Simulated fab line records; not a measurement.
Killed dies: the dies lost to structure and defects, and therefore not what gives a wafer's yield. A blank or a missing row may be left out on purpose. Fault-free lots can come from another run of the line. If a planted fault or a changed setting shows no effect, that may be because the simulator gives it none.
Struck lot and sound lot, side by side ; flow gf180mcu ; 16 steps out of a route of 602
Sound: the wafers L158.2, L158.5, L158.6. Struck: wafers L163.2, L163.5. (L163.4 of the same lot was not struck and is left out.) The cause comes at the end.
For every step that has rows: the tool of each side, followed by ch and its chambers, followed by its first start. Under that, the readings that differ: sound wafers ; struck wafers ; difference of the means ; sigmas: that difference in standard deviations of wafers without a fault.
alike: words and numbers the same on both sides, and readings whose means are apart by under 2 such deviations; not compared: readings that were withheld, readings missing a value for some wafer, numbers with overlapping values and no deviation given by the record, and bounds like >300 which may hide the same value.
The two part at a step that has a row with sigmas, a row that says differs or no value, or rows on one side only. Numbers that don't overlap but have no deviation are shown without sigmas and don't part them. A reading missing from all wafers of one side parts the sides only when that side holds two or more wafers.

first, 9 steps without rows for these wafers: GF_MIM_STRIP_21 (strips in post etch residue remover, time 1200 s); GF_MIM_CLEAN_22 (cleans in DIW); GF_M5_DEHYDRATE_00 (time 60 s); GF_M5_HMDS_01 (prime time 60 s); GF_M5_COAT_02 (resist thk 1000 nm); GF_M5_SOFTBAKE_03 (time 60 s); GF_M5_EXPOSE_04 (exposes mask Metal5, target cd 280 nm); GF_M5_PEB_05 (peb time 90 s); GF_M5_DEVELOP_06 (develop time 60 s).
GF_M5_CD_MEAS_07 targets a cd of 280 nm.
  sound on cd sem-02 at day 27 03:53; struck on cd sem-01 at day 28 20:13
  alike: cd nm
GF_M5_OVL_MEAS_08:
  sound on overlay-01 at day 27 03:59; struck on overlay-01 at day 28 20:19
  alike: M5_OVL
GF_M5_ETCH_09: etches Si3N4 in CF4/O2, target depth 52 nm, time 11.6 s.
  sound on rie diel-01 ch 0,1, day 27 04:01; struck on rie diel-04 ch 1,3, day 28 20:20
reading;sound;struck;difference;sigmas
rf fwd power W (W);779 777 785;792 787;+9;+2
  alike: drypump motor current A, oes product au, throttle valve pct
  not compared: rf hours counter h
GF_M5_METAL_ETCH_10: etches the open film in Cl2/BCl3, stops on SiO2, target depth 627.5 nm, time 104.6 s.
  sound on rie metal-01 ch 0,1, day 27 04:03; struck on rie metal-01 ch 0,1, day 28 20:22
reading;sound;struck;difference;sigmas
oes product au (a.u.);0.968 0.975 0.971;0.917 0.913;-0.056;-8
throttle valve pct (%);28.236 28.236 28.243;28.327 28.319;+0.085;+9
model.M5.feature depth nm (nm);598.5 600.7 598.3;537.4 547.1;-56.9;
model.etch.depth nm (nm);598.5 600.7 598.3;537.4 547.1;-56.9;
model.KrF_of_M5_COAT_02.thk nm (nm);693.2 696 692.2;739.7 735.8;+43.9;
  alike: drypump motor current A, rf fwd power W
  not compared: rf hours counter h
GF_M5_STRIP_11: strips in O2/N2.
  sound on plasma asher-04 ch 0,1, day 27 04:10; struck on plasma asher-04 ch 0,1, day 28 20:29
reading;sound;struck;difference;sigmas
oes product au (a.u.);0.536 0.541 0.538;0.564 0.556;+0.022;+5
strip time to endpoint s (s);7.49 7.50 7.46;7.93 7.88;+0.42;+9
  alike: drypump motor current A, heater power w, o2 flow sccm, platen temp c
  not compared: rf hours counter h
then, 1 step without rows for these wafers: GF_M5_STRIP_12 (strips in post etch residue remover, time 1200 s).
-- the record jumps here: 3 days lie between the struck wafers' starts before and after (it left off in module M5 and takes up again in module PASSIVATION, whose first step shown is number 602 of the route) --
GF_PASSIVATION_PROBE_99:
  sound on prober-01 at day 29 21:02; struck on prober-02 at day 31 09:54
reading;sound;struck;difference;sigmas
model.etest.via3 chain.short;0 0 0;1 1;+1;
model.etest.pmos_6p0.over limit;0 0 0;1 1;+1;
model.etest.met3 comb.over limit;0 0 0;1 1;+1;
model.etest.nmos_6p0.over limit;0 0 0;1 1;+1;
model.etest.field p.short;0 0 0;1 1;+1;
model.etest.pldd_6p0.short;0 0 0;1 1;+1;
model.etest.met1.short;0 0 0;1 1;+1;
model.etest.met3.short;0 0 0;1 1;+1;

== WHERE THEY PART ==
Earliest at GF_M5_ETCH_09; latest, in this record, at GF_M5_STRIP_11.

WHY: what had been put in by the simulator
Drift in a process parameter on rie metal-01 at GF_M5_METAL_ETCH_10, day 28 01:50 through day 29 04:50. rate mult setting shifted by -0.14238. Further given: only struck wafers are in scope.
